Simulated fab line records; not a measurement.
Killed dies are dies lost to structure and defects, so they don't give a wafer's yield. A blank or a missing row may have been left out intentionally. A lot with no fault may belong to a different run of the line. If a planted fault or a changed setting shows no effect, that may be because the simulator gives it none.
Chamber matching -- flow gf180mcu -- GF_CONTACT_CMP_04 on cmp-01 has 4 sister chambers
The step polishes SiO2. 8 wafers are shown with their chamber, then 11 later ones without.

WAFERS, EACH WITH ITS CHAMBER
wafer,chamber,motor current A (A),time to endpoint s (s)
L082.6,3,14.0,118
L086.4,3,13.8,118
L087.3,0,13.6,95
L087.4,1,12.0,113
L087.6,1,12.9,111
L089.2,0,13.4,103
L089.5,2,9.7,122
L091.2,2,10.4,112

WAFERS MISSING THEIR CHAMBER
wafer,motor current A (A),time to endpoint s (s)
L091.4,12.5,114
L091.6,11.9,112
L092.1,13.9,115
L092.2,12.6,102
L092.4,10.2,114
L094.1,10.5,118
L094.3,12.0,113
L094.6,12.9,117
L096.3,13.7,118
L096.5,10.6,120
L096.6,13.3,125

EACH ONE'S CHAMBER
wafer,from the rows above,in truth
L091.4,1,1
L091.6,1,1
L092.1,3,3
L092.2,can't be placed: 1 or 0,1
L092.4,2,2
L094.1,2,2
L094.3,1,1
L094.6,can't be placed: 1 or 3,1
L096.3,3,3
L096.5,2,2
L096.6,can't be placed: 3 or 1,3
Correct placement for 8 of the 11. Can't be placed from these rows: 3 (the true chamber is among the candidates in 3). Number placed wrongly: 0.
How it was worked out, from the rows above alone: a wafer's distance from a chamber is the root of the sum, over the readings, of the square of ((its reading less the chamber's mean) divided by the reading's scatter). If the next closest chamber is less than 2 further off than the closest, the wafer can't be placed; otherwise it belongs to the closest. A chamber's mean is the mean of its shown wafers. The scatter is the square root of a quotient: the sum, over the shown wafers, of each reading's squared deviation from its chamber's mean, divided by wafers minus chambers.
